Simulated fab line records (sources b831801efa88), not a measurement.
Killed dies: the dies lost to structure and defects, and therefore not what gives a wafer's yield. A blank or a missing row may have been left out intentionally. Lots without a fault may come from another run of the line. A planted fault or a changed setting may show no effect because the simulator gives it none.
A struck lot beside a sound one ; flow sky130 ; 16 steps out of a route of 708
Sound: wafers L833.1, L833.4, L833.5. The struck wafers were L848.1, L848.2, L848.3. Last of all comes the cause.
Each step with rows lists, per side, the tool, then ch with its chambers, then its first start. Under that, the readings that differ: sound wafers ; struck wafers ; difference of the means ; sigmas: that difference in standard deviations of wafers without a fault.
alike: a reading whose means differ by less than 2 such deviations, as well as words and numbers matching on both sides. not compared: withheld readings; readings where some wafer has no value; bounds like >300 that might hide an equal value; numbers whose values overlap and for which the record gives no deviation.
Wherever a step has rows on one side only, a row that says differs or no value, or a row with sigmas, the two part there. When numbers do not overlap yet have no deviation, they are printed without sigmas and do not part them. A reading missing from all wafers of one side parts the sides only when that side holds two or more wafers.

first, 5 steps without rows for these wafers: SKY_SONOS_TUNNEL_COAT_02 (resist thk 1140 nm); SKY_SONOS_TUNNEL_SOFTBAKE_03 (time 60 s); SKY_SONOS_TUNNEL_EXPOSE_04 (exposes mask TUNM, target cd 410 nm); SKY_SONOS_TUNNEL_PEB_05; SKY_SONOS_TUNNEL_DEVELOP_06 (develop time 60 s).
SKY_SONOS_TUNNEL_CD_MEAS_07 targets a cd of 410 nm.
  sound on cdSem-02, day 12 08:20; struck on cdSem-02, day 17 03:22
  alike: cdNm
SKY_SONOS_TUNNEL_OVL_MEAS_08:
  sound on overlay-02, day 12 08:27; struck on overlay-02, day 17 03:29
reading;sound;struck;difference;sigmas
SONOS_TUNNEL_OVL (nm);0.2 1.1 0.1;-3.3 -4.1 0.2;-2.9;-2
then, 3 steps without rows for these wafers: SKY_SONOS_TUNNEL_IMPLANT_09; SKY_SONOS_TUNNEL_WET_ETCH_10 (etches SiO2 in dHF, target depth 14 nm, time 280 s); SKY_SONOS_TUNNEL_STRIP_11 (strips in SPM, time 600 s).
SKY_SONOS_TUNNEL_TW_MEAS_12:
  sound on filmMetro-01, day 12 08:54; struck on filmMetro-01, day 17 03:56
  alike: SONOS_TUNNEL_TW
then, 1 step without rows for these wafers: SKY_SONOS_TUNNEL_CLEAN_13 (cleans in dHF, time 20 s).
SKY_SONOS_ONO_OXIDATION_00: stabilise 600 s, purge 300 s, target thk 2.6 nm.
  sound on furnace-01 ch 0, day 12 10:23; struck on furnace-01 ch 0, day 17 05:17
reading;sound;struck;difference;sigmas
model.SiO2_of_SONOS_ONO_OXIDATION_00.thkNm (nm);2.595 2.589 2.604;2.837 2.805 2.77;+0.208;
  alike: oxTempC
SKY_SONOS_ONO_THK_MEAS_01:
  sound on filmMetro-02, day 12 11:44; struck on filmMetro-02, day 17 06:37
reading;sound;struck;difference;sigmas
SONOS_ONO_OXIDATION_THK (nm);2.53 2.63 2.60;2.83 2.78 2.74;+0.20;+3
then, 1 step without rows for these wafers: SKY_SONOS_ONO_CVD_02 (deposits Si3N4 from DCS/NH3, target thk 10.5 nm, time 180 s).
-- the record jumps here: 33 days lie between the struck wafers' starts before and after (it left off in module SONOS_ONO and takes up again in module PAD_OPEN, whose first step shown is number 708 of the route) --
SKY_PAD_OPEN_PROBE_99:
  sound on prober-01, day 46 11:12; struck on prober-02, day 49 20:06
reading;sound;struck;difference;sigmas
model.etest.sonosErased.vtV (V);-2.231 -2.246 -2.212;-2.091 -2.117 -2.16;+0.107;
  alike: killed_at_M0_to_M3, killed_at_M4_up, killedAtContacts, killedAtFrontEnd, killedAtOther, killedDies, killedOpen, killedShort

== WHERE THEY PART ==
Last at SKY_SONOS_ONO_THK_MEAS_01 as far as this record goes, first at SKY_SONOS_TUNNEL_OVL_MEAS_08. Later steps at which nothing parts them and some readings are alike: SKY_PAD_OPEN_PROBE_99.

WHY: what the simulator had put in
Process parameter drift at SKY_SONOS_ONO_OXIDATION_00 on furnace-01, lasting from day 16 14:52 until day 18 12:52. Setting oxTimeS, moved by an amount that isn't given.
